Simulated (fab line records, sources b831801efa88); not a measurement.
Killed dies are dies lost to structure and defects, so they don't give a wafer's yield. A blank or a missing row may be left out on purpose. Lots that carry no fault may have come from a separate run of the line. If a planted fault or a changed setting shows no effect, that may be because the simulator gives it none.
Problem report, 8D (eight disciplines) form, completed by code	flow sfqLine	the parts of the form that need people (team, actions taken, sign-off) are left out

== 1. WHAT IS WRONG ==
At SFQ_TRILAYER_I3_VIA_BARC_OPEN_VIA_ETCH_121, chamberPressureMTorr averages 24.011 mTorr over 6 wafers from 2 lots, while fault-free wafers read 30.001 mTorr, standard deviation 0.027. So: -99 or more standard deviations from the usual mean.
The step: etches BARC in O2, target depth 125 nm, time 41.7 s.
The first sign was on wafer L406.2 at day 50 06:12, on rieDiel-01. Wafers with a number at this step in the record: 42, from 14 lots. Rule for "out", or "out of limits": more than 4 standard deviations from the usual mean. All remaining wafers that have a number are taken as sound.

== 2. WHAT IT IS AND WHAT IT IS NOT ==
question	is	is not
which readings at this step	chamberPressureMTorr	drypumpMotorCurrentA, oesProductAu, rfFwdPowerW
which lots	L406, L410	L391, L392, L394, L395, L396, L397, L398, L400, L401, L402, L403, L414
which wafers of those lots	all that have a number	-
read on which tools	rieDiel-01	rieDiel-03, rieDiel-04
when	from day 50 06:12	up to then (33 sound wafers); but 3 sound wafers of L414 came after

== 3. WHAT RULES OUT EACH SUSPECT ==
Counting: a tool at a process step up to the reading stays a suspect if it ran every lot that is out and no sound lot after the first of them.
- rieDiel-01 at SFQ_TRILAYER_I3_VIA_BARC_OPEN_VIA_ETCH_121 (etches BARC in O2, target depth 125 nm, time 41.7 s): kept. All lots that are out passed through it, beginning with L406 at day 50 06:12, and no sound lot followed; its final sound lot before that point was L402 at day 48 12:09. Its own readings are out on those wafers: chamberPressureMTorr.
The count leaves rieDiel-01 at SFQ_TRILAYER_I3_VIA_BARC_OPEN_VIA_ETCH_121.

== 4. THE CAUSE (what the simulator had put in) ==
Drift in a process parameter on rieDiel-01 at SFQ_TRILAYER_I3_VIA_BARC_OPEN_VIA_ETCH_121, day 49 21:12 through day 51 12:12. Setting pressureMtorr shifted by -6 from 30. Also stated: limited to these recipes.
This tool alone remained once counting was done.

== 5. THE EFFECT CHAIN, in route order ==
Each row: a reading where the mean over the struck wafers with a number is more than 3 standard deviations away from the usual. Only readings whose record carries a usual standard deviation are examined. hours: median over the lots of the time between each lot's start at the first step of this table that gives one and its start at this step. sigmas: the change, counted in usual standard deviations.
hours	step	reading	usual	on struck wafers	change	sigmas
0	SFQ_TRILAYER_I3_VIA_BARC_OPEN_VIA_ETCH_121	chamberPressureMTorr	30.001 mTorr	24.011	-5.991	-99 or more
Its process steps:
- SFQ_TRILAYER_I3_VIA_BARC_OPEN_VIA_ETCH_121: etches BARC in O2, target depth 125 nm, time 41.7 s.

== 6. HOW IT WOULD HAVE BEEN CAUGHT EARLIER ==
First out-of-limits reading in this record: day 50 06:12, which is 9 hours after fault onset at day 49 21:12.
